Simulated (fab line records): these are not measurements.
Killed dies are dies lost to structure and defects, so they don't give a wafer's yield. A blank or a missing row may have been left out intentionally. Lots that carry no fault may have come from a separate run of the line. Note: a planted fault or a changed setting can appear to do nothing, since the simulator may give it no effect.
Matching of chambers	flow sky130	SKY_VIA4_HDPCVD_00 on hdpcvd-02: 3 sister chambers
The step deposits SiO2, target thk 1750 nm, time 291.7 s. 6 wafers are shown with their chamber, then 7 later ones without.

## EACH WAFER AND ITS CHAMBER
wafer	chamber	pressure_mtorr (mTorr)
L417.3	2	6.003
L418.2	2	5.994
L421.2	1	6.014
L421.3	0	6.000
L421.6	0	5.983
L422.2	1	6.007

## WAFERS WHOSE CHAMBER IS MISSING
wafer	pressure_mtorr (mTorr)
L422.3	5.984
L422.5	6.005
L425.1	6.019
L425.2	5.975
L425.3	6.000
L426.5	5.989
L426.6	5.998

## CHAMBER TAKEN BY EACH
wafer	from the rows above	in truth
L422.3	can't be placed: 0 or 2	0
L422.5	can't be placed: 1 or 2 or 0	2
L425.1	can't be placed: 1 or 2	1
L425.2	can't be placed: 0 or 2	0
L425.3	can't be placed: 2 or 0 or 1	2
L426.5	can't be placed: 0 or 2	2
L426.6	can't be placed: 2 or 0 or 1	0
Placed correctly: 0 of 7. Unplaceable from these rows: 7, with the true chamber sitting among the candidates in 7. 0 placed wrongly.
How it was worked out, from the rows above alone: a wafer's distance from a chamber is the root of the sum, over the readings, of the square of ((its reading less the chamber's mean) divided by the reading's scatter). If the next closest chamber is less than 2 further off than the closest, the wafer can't be placed; otherwise it belongs to the closest. A chamber's mean is the mean of its shown wafers. The scatter is the square root of a quotient: the sum, over the shown wafers, of each reading's squared deviation from its chamber's mean, divided by wafers minus chambers.
